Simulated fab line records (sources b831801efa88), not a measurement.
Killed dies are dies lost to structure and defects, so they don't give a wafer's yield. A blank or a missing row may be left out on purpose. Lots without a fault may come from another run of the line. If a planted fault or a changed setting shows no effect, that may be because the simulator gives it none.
Which tool did it? | flow sky130 | 14 lots with 40 wafers sampled at 5 steps, on a route of 708 steps

## WHAT THE GAUGES SHOWED, per wafer
SKY_SONOS_ONO_THK_MEAS_01. Usual: SONOS_ONO_OXIDATION_THK gives 2.62 nm (standard deviation 0.052).
lot  | measured     | on            | SONOS_ONO_OXIDATION_THK (nm) | flag
L426 | day 11 13:05 | film-metro-02 | 2.64 2.65 2.71               |
L428 | day 12 01:56 | film-metro-02 | 2.58 2.54 2.46               |
L427 | day 12 05:51 | film-metro-02 | 2.53 2.60 2.57               |
L433 | day 14 02:14 | film-metro-02 | 2.64 2.69                    |
L434 | day 14 14:28 | film-metro-01 | 2.67 2.61                    |
L441 | day 16 14:41 | film-metro-03 | 2.61 2.64 2.65               |
L442 | day 16 17:22 | film-metro-02 | 2.56 2.61 2.61               |
L443 | day 17 10:37 | film-metro-03 | 2.57 2.63 2.57               |
L445 | day 17 23:03 | film-metro-02 | 2.55 2.61 2.58               |
L444 | day 18 03:19 | film-metro-01 | 2.62 2.63 2.60               |
L446 | day 18 07:17 | film-metro-01 | 2.60 2.58 2.67               |
L447 | day 18 10:09 | film-metro-03 | 2.59 2.56 2.57               |
L448 | day 18 23:25 | film-metro-01 | 2.68 2.78 2.70               |
L449 | day 19 03:39 | film-metro-03 | 2.65 2.69 2.63               |

SKY_RES_PROTECT_TW_MEAS_08. Usual: POLY_GATE_TW gives 4015 (standard deviation 46).
lot  | measured     | on            | POLY_GATE_TW   | flag
L426 | day 15 02:55 | film-metro-04 | 4033 4047 4038 |
L428 | day 15 15:16 | film-metro-02 | 3968 3961 3971 |
L427 | day 15 22:13 | film-metro-04 | 4034 4042 4049 |
L433 | day 17 22:43 | film-metro-04 | 4051 4030      |
L434 | day 18 12:46 | film-metro-04 | 4042 4025      |
L441 | day 20 19:04 | film-metro-02 | 3952 3946 3963 |
L442 | day 20 20:26 | film-metro-04 | 4025 4046 4049 |
L443 | day 21 15:13 | film-metro-04 | 4011 3998 4005 |
L445 | day 22 06:05 | film-metro-01 | 4078 4063 4054 |
L444 | day 22 09:12 | film-metro-02 | 3987 3952 3982 |
L446 | day 22 11:46 | film-metro-02 | 3987 3988 3985 |
L447 | day 22 12:23 | film-metro-01 | 4097 4090 4079 |
L448 | day 23 01:59 | film-metro-04 | 3967 3996 3979 |
L449 | day 23 06:25 | film-metro-02 | 3954 3969 3958 |

SKY_POLY_GATE_CD_MEAS_13: target cd 150 nm. Usual: 149.8 nm for cd-nm, sd 1.3.
lot  | measured     | on        | cd-nm (nm)        | flag
L426 | day 16 09:20 | cd-sem-02 | 151.6 151.4 152.0 |
L428 | day 16 21:17 | cd-sem-01 | 150.3 150.0 150.4 |
L427 | day 17 06:54 | cd-sem-02 | 150.2 149.9 149.8 |
L433 | day 19 08:06 | cd-sem-01 | 148.4 120.4       | OFF
L434 | day 19 21:04 | cd-sem-02 | 121.2 120.2       | OFF
L441 | day 22 02:55 | cd-sem-02 | 148.5 148.8 150.2 |
L442 | day 22 04:27 | cd-sem-01 | 149.1 150.1 150.1 |
L443 | day 23 04:25 | cd-sem-02 | 147.4 147.7 147.5 |
L445 | day 23 13:56 | cd-sem-02 | 148.7 148.3 148.6 |
L444 | day 23 17:52 | cd-sem-01 | 152.2 152.4 153.4 |
L446 | day 23 20:03 | cd-sem-01 | 148.5 149.6 147.6 |
L447 | day 23 21:26 | cd-sem-01 | 148.6 149.8 149.6 |
L448 | day 24 10:50 | cd-sem-02 | 149.4 150.0 150.6 |
L449 | day 24 14:16 | cd-sem-02 | 153.2 151.6 151.4 |

SKY_POLY_GATE_OVL_MEAS_14. Usual: POLY_GATE_OVL gives -4 nm (standard deviation 6).
lot  | measured     | on         | POLY_GATE_OVL (nm) | flag
L426 | day 16 09:25 | overlay-02 | 0 -2 -4            |
L428 | day 16 21:24 | overlay-01 | -7 -13 -1          |
L427 | day 17 07:01 | overlay-01 | -10 5 -10          |
L433 | day 19 08:10 | overlay-01 | -9 -8              |
L434 | day 19 21:10 | overlay-01 | -2 -10             |
L441 | day 22 03:01 | overlay-01 | -7 -13 -11         |
L442 | day 22 04:34 | overlay-02 | 9 6 6              |
L443 | day 23 04:32 | overlay-02 | 4 6 0              |
L445 | day 23 14:03 | overlay-01 | 1 0 2              |
L444 | day 23 17:57 | overlay-02 | -4 -4 -10          |
L446 | day 23 20:10 | overlay-02 | 5 0 0              |
L447 | day 23 21:31 | overlay-02 | -4 -3 -13          |
L448 | day 24 10:57 | overlay-01 | -10 0 -6           |
L449 | day 24 14:23 | overlay-01 | -8 6 3             |

## WHAT TOOL EACH LOT RAN ON (gives the tool, then ch and the chambers of the sampled wafers, and finally the start)
lot  | SKY_POLY_GATE_EXPOSE_10
L426 | krf-scanner-01 ch 0, day 15 19:28
L428 | krf-scanner-02 ch 0, day 16 07:05
L427 | krf-scanner-02 ch 0, day 16 16:21
L433 | krf-scanner-01 ch 0, day 18 17:21
L434 | krf-scanner-01 ch 0, day 19 05:43
L441 | krf-scanner-01 ch 0, day 21 12:12
L442 | krf-scanner-02 ch 0, day 21 13:49
L443 | krf-scanner-01 ch 0, day 22 13:08
L445 | krf-scanner-01 ch 0, day 22 22:41
L444 | krf-scanner-01 ch 0, day 23 02:54
L446 | krf-scanner-01 ch 0, day 23 04:59
L447 | krf-scanner-01 ch 0, day 23 06:11
L448 | krf-scanner-01 ch 0, day 23 19:49
L449 | krf-scanner-01 ch 0, day 23 23:19
- SKY_POLY_GATE_EXPOSE_10: exposes mask P1M, target cd 150 nm.

## AS READ BY THE TOOLS THEMSELVES (means over the sampled wafers that have a number; for cases with no such wafer, the mark the record gives instead)
The record holds no such reading with a usual standard deviation.

## THE ANSWER, worked out from the rows above alone
Rule: a lot counts as off when the mean over its wafers that have a number is more than 3 standard deviations away from the usual mean. A lot without any number at a reading at which 4 lots or more have one is off too. The other lots that the step has rows for count as sound. The gauges are gone through in route order, then the tools' own readings, and for those a lot's mean is taken as printed above. At the first step where some lot is off, the reading lying furthest off is the one used; lots without a number count as furthest.
Off at SKY_POLY_GATE_CD_MEAS_13 (cd-nm): L433, L434.
If a tool, at a process step before that reading, ran all the lots that are off and no sound lot after the first of them, it fits. Gauges at SKY_POLY_GATE_CD_MEAS_13: tried the same way as those tools. Not one of the candidates tried fits.

## WHAT THE SIMULATOR HAD INSERTED
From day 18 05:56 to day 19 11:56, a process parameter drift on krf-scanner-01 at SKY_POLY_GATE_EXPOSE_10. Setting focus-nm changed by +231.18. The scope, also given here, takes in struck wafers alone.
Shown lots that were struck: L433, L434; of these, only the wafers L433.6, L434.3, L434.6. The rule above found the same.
